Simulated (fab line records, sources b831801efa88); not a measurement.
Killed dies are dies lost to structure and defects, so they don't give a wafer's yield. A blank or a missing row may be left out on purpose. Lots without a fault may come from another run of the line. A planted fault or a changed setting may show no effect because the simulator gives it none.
fab line records | flow sky130
record lots=6 wafers=18 last_day=50
route steps=708 shown FIELD_ISO@1 PAD_OPEN@708
lots that met no fault: from a run of the same line without faults
start_h: hours from the record's first day to the start of the lot's first wafer shown | wait_h: hours since the lot's step before | " the same as in the row above | L1.1+2: a row that stands for several wafers | - no value, or no start given | * or withheld: withheld | < > ~ a bound
route shown NAME@n: a module of which the file shows steps, and the number in the route of the first | usual: mean/standard deviation of fault-free wafers | same: alike in all rows | chamber/n: place in a boat | sites: the reading at each site | _std_site: their standard deviation | _edge_site: outer sites' mean less inner sites' | radius_mm: how far each site lies from the wafer's centre | mask NAME#n: copy n | behind: the tool/chamber that last shaped the wafer | hold: why the lot was held/for how many hours/how that ended | device: the transistor (n, p or np) that didn't switch | end of line: the same wafers' tests at the end of the route | a step without rows: its recipe alone | killed: dies lost to structure and defects at the first sort, not the wafer's yield | map: a wafer's dies, x killed, . not, _ none there
set.NAME: the setting as run; set.NAME@STEP: as run at that earlier step | model.NAME: the simulator's own value behind a step, which no gauge read
lots at some steps of the route; a table a step, a row a wafer
services: from which hour (start_h, from the record's first day; less than 0 if before it) a tool's chamber was out of use, for how many hours, and why
## steps
# step SKY_FIELD_ISO_BOW_MEAS_00
# recipe mode=bow
# usual INCOMING_BOW=0/6.7
# columns lot.wafer tool chamber start_h wait_h INCOMING_BOW[um]
L898.1 film_metro-04 - 20.00 - 6
L898.2 " - " " -6
L898.6 " - " " -1
L910.1 film_metro-01 - 80.00 - -3
L910.5 " - " " -2
L910.6 " - " " 6
L911.2 film_metro-04 - 85.02 - 4
L911.3 " - " " 13
L911.6 " - " " 3
L913.1 film_metro-04 - 95.00 - -7
L913.3 " - " " -3
L913.4 " - " " -12
L917.2 film_metro-04 - 115.02 - -12
L917.4 " - " " 0
L917.5 " - " " -7
L918.1 film_metro-02 - 120.00 - -6
L918.2 " - " " -1
L918.4 " - " " 1
# step SKY_FIELD_ISO_OXIDATION_01
# recipe temp_c=900 ambient=O2 stabilise_s=600 purge_s=300 target_thk_a=120 ox_time_s=1843
# usual ox_temp_c=900.0/0.4 ox_temp_c_max=903.7/0.79 spike_tc_bottom_C=917.0/0.99 zone_power_centre_pct=18/3.5 zone_power_lower_pct=17.6/1.3 zone_power_top_pct=33.9/0.81
# columns lot.wafer tool chamber start_h wait_h ox_temp_c ox_temp_c_max spike_tc_bottom_C zone_power_centre_pct zone_power_lower_pct zone_power_top_pct
L898.1 furnace-01 0 20.12 0.1 900.6 904.3 917.6 15 18.8 34.2
L898.2 " 0 " " 901.2 905.3 916.7 14 18.8 34.7
L898.6 " 0 " " 900.3 903.8 915.0 14 18.6 34.6
L910.1 furnace-01 - 80.12 0.1 - - - - - -
L910.5 " - " " - - - - - -
L910.6 " - " " - - - - - -
L911.2 furnace-02 - 87.77 2.7 - - - - - -
L911.3 " - " " - - - - - -
L911.6 " - " " - - - - - -
L913.1 furnace-02 0 95.29 0.3 899.1 902.3 916.8 21 16.2 33.4
L913.3 " 0 " " 900.0 902.7 917.6 21 16.2 33.2
L913.4 " 0 " " 899.5 902.8 917.2 21 16.2 32.6
L917.2 furnace-02 0 117.41 2.4 900.2 903.8 917.0 22 16.2 32.7
L917.4 " 0 " " 900.1 902.7 917.4 22 16.3 32.9
L917.5 " 0 " " 899.7 903.2 918.0 21 16.3 33.3
L918.1 furnace-02 0 120.12 0.1 900.0 903.0 917.7 21 16.2 33.0
L918.2 " 0 " " 900.7 904.4 915.8 21 16.2 32.8
L918.4 " 0 " " 900.8 904.2 918.4 21 16.3 33.1
# step SKY_FIELD_ISO_CVD_03
# recipe material=Si3N4 precursor=DCS/NH3 target_thk_nm=165 temp_c=770 time_s=2830 pressure_mtorr=250
# step SKY_PAD_OPEN_PROBE_99
# columns lot.wafer tool chamber start_h wait_h model.etest.res_p_drift_20v.line_ohm_um model.etest.res_p_drift_20v.rs_ohm_sq model.etest.pfet_16v.r_on_ohm_um model.etest.cap_li_to_poly.c_af_um2 model.etest.cap_poly_to_well.c_af_um2 model.etest.field_p.vt_v model.etest.field_n.vt_v model.etest.diode_ndiff_fingers.leak_log10_a_cm2
L898.1 prober-01 - 1074.76 0.1 1.076e+04 8898 1.542e+04 96.61 90.18 -43.17 36.65 -6.639
L898.2 prober-01 - 1074.81 0.1 1.065e+04 8797 1.547e+04 99.92 88.52 -42.84 36.48 -6.742
L898.6 prober-01 - 1075.01 0.2 1.052e+04 8601 1.538e+04 98.81 90.56 -42.1 36.09 -6.562
L911.2 prober-01 - 1186.29 0.1 1.073e+04 8986 1.494e+04 95.38 92.87 -40.09 34.91 -5.97
L911.3 prober-01 - 1186.34 0.2 1.106e+04 9341 1.528e+04 96.31 92.34 -41.48 35.74 -5.963
L911.6 prober-01 - 1186.49 0.2 1.107e+04 9292 1.507e+04 101.7 92.16 -41.04 35.47 -6.228
L910.1 prober-02 - 1187.38 0.1 1.022e+04 8609 1.476e+04 96.04 96.33 -37.55 32.89 -6.09
L910.5 prober-02 - 1187.58 0.2 1.037e+04 8668 1.471e+04 95.36 95.92 -38.19 33.43 -6.036
L910.6 prober-02 - 1187.63 0.2 1.004e+04 8390 1.45e+04 97.83 93.87 -36.79 32.3 -6.101
L913.1 prober-02 - 1190.73 0.1 1.114e+04 9284 1.536e+04 95.92 91.86 -39.35 35.87 -6.675
L913.3 prober-02 - 1190.83 0.2 1.157e+04 9640 1.558e+04 98.3 87.53 -40.43 35.99 -6.802
L913.4 prober-02 - 1190.88 0.2 1.102e+04 9288 1.533e+04 99.62 90.77 -39.36 35.92 -6.647
L917.2 prober-01 - 1190.78 0.1 1.07e+04 8822 1.488e+04 96.99 91.32 -39.85 33.06 -6.608
L917.4 prober-01 - 1190.88 0.2 1.061e+04 8740 1.477e+04 97.97 94.03 -39.4 32.58 -6.675
L917.5 prober-01 - 1190.93 0.2 1.039e+04 8694 1.496e+04 93.98 93.11 -39.32 32.66 -6.738
L918.1 prober-01 - 1191.40 0.1 1.106e+04 9247 1.518e+04 103.2 91.32 -42.88 36.05 -6.59
L918.2 prober-01 - 1191.45 0.1 1.138e+04 9522 1.541e+04 98.44 92.01 -43.7 36.4 -6.753
L918.4 prober-01 - 1191.55 0.2 1.111e+04 9445 1.524e+04 99.05 89.26 -43.28 36.19 -6.676
# killed by level:class
L898.1 VIA1:geometric_particle:open=16 VIA2:geometric_particle:open=10 CONTACT:geometric_particle:open=9 VIA1:geometric_particle:short=7 METAL2:geometric_particle:short=6 FIELD_ISO:geometric_particle:open=5 VIA2:geometric_particle:short=4 LI_CONTACT:geometric_particle:open=4
L898.2 LI_CONTACT:geometric_particle:open=12 CONTACT:geometric_particle:open=10 VIA1:geometric_particle:open=9 VIA2:geometric_particle:open=9 VIA2:geometric_particle:short=8 FIELD_ISO:geometric_particle:short=5 METAL1:geometric_particle:short=4 METAL2:geometric_particle:short=4
L898.6 LI_CONTACT:geometric_particle:open=11 VIA2:geometric_particle:open=10 CONTACT:geometric_particle:open=7 METAL1:geometric_particle:short=7 VIA1:geometric_particle:open=7 METAL1:geometric_particle:open=5 VIA1:geometric_particle:short=5 FIELD_ISO:geometric_particle:open=3
L913.1 VIA1:geometric_particle:open=9 POLY_GATE:geometric_particle:short=7 CONTACT:geometric_particle:open=7 LI_CONTACT:geometric_particle:open=6 VIA1:geometric_particle:short=6 VIA2:geometric_particle:open=6 CONTACT:geometric_particle:short=4 METAL1:geometric_particle:short=4
L917.2 VIA2:geometric_particle:open=10 VIA1:geometric_particle:open=9 CONTACT:geometric_particle:open=8 POLY_GATE:geometric_particle:open=6 VIA1:geometric_particle:short=6 LI_CONTACT:geometric_particle:short=5 METAL1:geometric_particle:short=5 POLY_GATE:geometric_particle:short=4
L913.3 VIA1:geometric_particle:open=12 VIA3:geometric_particle:open=7 POLY_GATE:geometric_particle:open=6 LI_CONTACT:geometric_particle:open=6 CONTACT:geometric_particle:short=6 METAL4:geometric_particle:short=4 POLY_GATE:geometric_particle:short=4 LOCAL_INTERCONNECT:geometric_particle:short=4
L913.4 CONTACT:geometric_particle:open=12 LI_CONTACT:geometric_particle:open=10 VIA1:geometric_particle:open=10 METAL1:geometric_particle:short=6 VIA3:geometric_particle:open=5 POLY_GATE:geometric_particle:open=4 METAL2:geometric_particle:short=4 METAL1:geometric_particle:open=4
L917.4 VIA1:geometric_particle:open=13 CONTACT:geometric_particle:open=9 VIA2:geometric_particle:open=9 VIA1:geometric_particle:short=7 LI_CONTACT:geometric_particle:open=7 CONTACT:geometric_particle:short=5 METAL2:geometric_particle:short=5 FIELD_ISO:geometric_particle:short=4
L917.5 POLY_GATE:geometric_particle:open=10 VIA1:geometric_particle:open=8 FIELD_ISO:geometric_particle:open=7 LI_CONTACT:geometric_particle:open=7 METAL4:geometric_particle:short=6 METAL2:geometric_particle:short=6 VIA3:geometric_particle:open=6 CONTACT:geometric_particle:open=5
L918.1 VIA3:geometric_particle:open=11 CONTACT:geometric_particle:open=10 VIA1:geometric_particle:open=10 LI_CONTACT:geometric_particle:open=7 FIELD_ISO:geometric_particle:open=6 POLY_GATE:geometric_particle:open=5 CONTACT:geometric_particle:short=5 LI_CONTACT:geometric_particle:short=4
L918.2 VIA2:geometric_particle:short=8 LI_CONTACT:geometric_particle:open=7 CONTACT:geometric_particle:short=7 METAL1:geometric_particle:short=7 CONTACT:geometric_particle:open=6 VIA1:geometric_particle:open=6 VIA3:geometric_particle:open=6 LI_CONTACT:geometric_particle:short=5
L918.4 LI_CONTACT:geometric_particle:open=9 CONTACT:geometric_particle:open=8 VIA1:geometric_particle:open=7 VIA3:geometric_particle:short=6 VIA2:geometric_particle:open=6 METAL2:geometric_particle:short=5 FIELD_ISO:geometric_particle:open=4 FIELD_ISO:geometric_particle:short=4
## services
# columns tool chamber start_h hours kind
furnace-02 - 21.60 3.7 pm
furnace-01 - 83.04 4.6 pm
furnace-01 - 104.34 4.9 pm
furnace-01 - 111.97 2.6 pm
## key
first_sign step=SKY_FIELD_ISO_OXIDATION_01 reading=tool_record direction=missing
effect none on later readings
model_effect step=SKY_PAD_OPEN_PROBE_99 value=etest.res_p_drift_20v.line_ohm_um without=1.138e+04 struck=1.058e+04
met_at SKY_FIELD_ISO_OXIDATION_01
struck_wafers L910.1,L910.5,L910.6,L911.2,L911.3,L911.6
later_rows_left_out L910.1,L910.5,L910.6,L911.2,L911.3,L911.6
sort_left_out L910.1,L910.5,L910.6,L911.2,L911.3,L911.6
tester_left_out L910,L911
onset_between 20.12 80.12
fault kind=skipped_step_whole tool=furnace-01,furnace-02 chamber=- onset_h=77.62 steps=SKY_FIELD_ISO_OXIDATION_01 scope=struck_lots_only
# tester_left_out: of these lots the tester's yield and bins aren't shown, on N5 and GAA mostly nor the transistor test; their killed dies are dies lost to structure and defects alone, not to doping, threshold or leakage, so they don't give the yield
# sort_left_out: the simulated sort isn't trusted on such a fault, so these wafers' sort isn't shown, and their yield isn't known
# later_rows_left_out: the simulator's readings of these wafers behind a module that went badly wrong aren't trusted and aren't shown, but for the sort
